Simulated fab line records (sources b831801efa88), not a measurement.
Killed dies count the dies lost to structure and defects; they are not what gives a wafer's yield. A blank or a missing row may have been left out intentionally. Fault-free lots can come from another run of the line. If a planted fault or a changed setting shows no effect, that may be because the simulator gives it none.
2 desks looking at one fault -- flow sky130 -- numbers are kept per desk, each desk with only its own; the story behind them comes last

## AT THE TOOL OWNER'S DESK: lpcvd-03
The tool's own readings at SKY_SONOS_ONO_CVD_04 (deposits SiO2 from SiH4/N2O, target thk 5.7199 nm): means of the sampled wafers that have a number, for each lot that ran on this tool. Any lot whose mean is over 4 standard deviations away from the usual mean is out of limits and marked OUT; that distance is given in the brackets.
Columns: A = pressureMtorr at SKY_SONOS_ONO_CVD_04, usual 399.9 mTorr; B = spikeTcBottomC at SKY_SONOS_ONO_CVD_04, usual 915.7 C; C = spikeTcCentreC at SKY_SONOS_ONO_CVD_04, usual 900.3 C; D = spikeTcLowerC at SKY_SONOS_ONO_CVD_04, usual 899.6 C; E = spikeTcTopC at SKY_SONOS_ONO_CVD_04, usual 909.4 C; F = spikeTcUpperC at SKY_SONOS_ONO_CVD_04, usual 900.2 C; G = zonePowerCentrePct at SKY_SONOS_ONO_CVD_04, usual 19.02 %
lot,first seen here,A,B,C,D,E,F,G
L963,day 11 10:14,399.6,914.5,899.7,899.3,911.1,899.0,19.00
L964,day 11 21:22,399.0,915.6,899.7,898.4,910.6,899.7,18.87
L965,day 12 01:41,400.7,915.4,899.0,899.9,910.2,899.6,19.10
L966,day 12 08:53,400.1,915.3,900.3,898.9,910.0,899.7,18.90
L968,day 13 13:12,400.4,915.7,898.4,898.7,910.0,899.6,18.98
L971,day 14 04:32,398.6,915.5,900.1,898.2,910.6,899.9,19.11
L972,day 14 14:26,398.6,915.9,901.4,900.3,907.9,900.2,19.05
L973,day 15 02:02,399.8,916.1,899.9,898.8,909.3,899.2,18.95
L974,day 15 02:02,400.4,916.2,900.9,899.1,908.7,901.3,19.10
L976,day 16 06:38,401.2,916.7,899.3,898.4,910.1,900.1,19.07
L979,day 16 21:48,399.4,909.2 (-6.8) OUT,894.7 (-4.7) OUT,893.4 (-5.6) OUT,902.3 (-5.5) OUT,894.2 (-5.5) OUT,18.86
L980,day 17 05:43,400.2,909.5 (-6.5) OUT,893.4 (-5.7) OUT,894.3 (-4.8) OUT,901.0 (-6.4) OUT,893.9 (-5.8) OUT,18.86
Finding of this desk: L979, L980 out of limits; the first was L979 at day 16 21:48, on spikeTcBottomC at SKY_SONOS_ONO_CVD_04. L963, L964, L965, L966, L968, L971, L972, L973, L974, L976 stayed within limits.

## FROM THE METROLOGY DESK
What the gauges read, lot by lot, whatever tool the lot ran on: means of the sampled wafers that have a number. Any lot whose mean is over 4 standard deviations away from the usual mean is out of limits and marked OUT; that distance is given in the brackets.
Columns: A = VT_ADJUST_HVTR_TW at SKY_VT_ADJUST_HVTR_TW_MEAS_11, usual 208.5; B = SONOS_ONO_CVD_04_THK at SKY_SONOS_ONO_THK_MEAS_05, usual 5.61 nm; C = cdNm at SKY_SONOS_ONO_CD_MEAS_13, usual 410.3 nm
lot,first seen here,A,B,C
L963,day 9 07:34,210.5,5.83,409.4
L964,day 9 19:43,213.0,5.60,411.5
L965,day 9 23:09,206.7,5.56,408.9
L966,day 10 05:38,211.6,5.66,408.3
L968,day 11 07:21,208.9,5.70,409.2
L971,day 11 22:19,209.5,5.60,406.7
L972,day 12 08:10,206.2,5.52,411.0
L973,day 12 15:05,212.2,5.71,410.1
L974,day 12 17:47,211.9,5.69,411.2
L976,day 13 19:43,207.1,5.58,412.6
L979,day 14 11:37,205.7,4.92 (-6.9) OUT,408.1
L980,day 14 18:53,208.7,5.10 (-5.1) OUT,409.0
Finding of this desk: L979, L980 out of limits, first seen on L979 at day 16 23:03 (SONOS_ONO_CVD_04_THK at SKY_SONOS_ONO_THK_MEAS_05). L963, L964, L965, L966, L968, L971, L972, L973, L974, L976 stayed within limits.

## ALL TOGETHER
The tool owner's desk could have raised an alarm at day 16 21:48, on L979, L980.
Metrology desk: alarm possible at day 16 23:03 on L979, L980.
The lots listed all ran SKY_SONOS_ONO_CVD_04 on lpcvd-03.

## WHAT THE SIMULATOR PUT IN
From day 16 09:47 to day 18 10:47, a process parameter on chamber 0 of lpcvd-03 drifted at SKY_SONOS_ONO_CVD_04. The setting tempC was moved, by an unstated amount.
Lots struck among those shown: L979, L980.
Hours from the fault's start to each desk's first reading out of limits: the tool owner's desk, 12; the metrology desk, 13.
